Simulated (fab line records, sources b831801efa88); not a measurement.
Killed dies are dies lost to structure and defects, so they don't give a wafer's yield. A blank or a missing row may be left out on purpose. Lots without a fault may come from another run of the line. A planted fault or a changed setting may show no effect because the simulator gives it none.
Chamber matching | flow sfq_line | SFQ_TRILAYER_L0_VIA_ETCH_VIA_ETCH_016 on rie_diel-02: 4 sister chambers
The step etches SiO2 in CHF3, stops on MoNx KI, target depth 80 nm. 14 wafers are shown with their chamber, then 7 later ones without.

WAFERS WITH THEIR CHAMBER
wafer  | chamber | drypump_motor_current_A (A) | oes_product_au (a.u.)
L713.2 | 1       | 5.7                         | 0.836
L713.4 | 2       | 6.5                         | 0.832
L713.5 | 0       | 5.0                         | 0.842
L718.1 | 0       | 5.0                         | 0.840
L718.3 | 2       | 6.5                         | 0.847
L718.4 | 3       | 6.0                         | 0.839
L724.1 | 2       | 6.5                         | 0.851
L724.2 | 1       | 5.7                         | 0.835
L724.5 | 3       | 6.0                         | 0.850
L725.1 | 2       | 6.5                         | 0.858
L725.4 | 0       | 5.0                         | 0.846
L725.6 | 0       | 5.0                         | 0.842
L728.3 | 0       | 5.1                         | 0.841
L728.4 | 1       | 5.7                         | 0.858

SIGNATURES (means of the wafers above)
reading                 | chamber 0 | chamber 1 | chamber 2 | chamber 3 | scatter within a chamber
drypump_motor_current_A | 5.020     | 5.700     | 6.500     | 6.000     | 0.0283
oes_product_au          | 0.84220   | 0.84300   | 0.84700   | 0.84450   | 0.00884
Rule: a wafer's distance from a chamber is the root of the sum, over the readings, of the square of ((its reading less the chamber's mean) divided by the reading's scatter). The wafer belongs to the nearest chamber; if the next one is less than 2 further off, it can't be placed. The scatter: the root of (the sum of the squares of (reading less its chamber's mean) over the shown wafers, divided by (wafers less chambers)).

WAFERS WITHOUT THEIR CHAMBER
wafer  | drypump_motor_current_A (A) | oes_product_au (a.u.)
L728.5 | 5.7                         | 0.852
L733.2 | 6.5                         | 0.818
L733.5 | 5.1                         | 0.828
L733.6 | 6.0                         | 0.833
L736.1 | 5.1                         | 0.837
L736.5 | 6.5                         | 0.846
L736.6 | 5.1                         | 0.838

WHICH CHAMBER EACH WENT THROUGH
wafer  | from the rows above | in truth
L728.5 | 1                   | 1
L733.2 | 2                   | 2
L733.5 | 0                   | 0
L733.6 | 3                   | 3
L736.1 | 0                   | 0
L736.5 | 2                   | 2
L736.6 | 0                   | 0
Placed correctly: 7 of 7. Can't be placed from these rows: 0. Placed wrongly: 0.
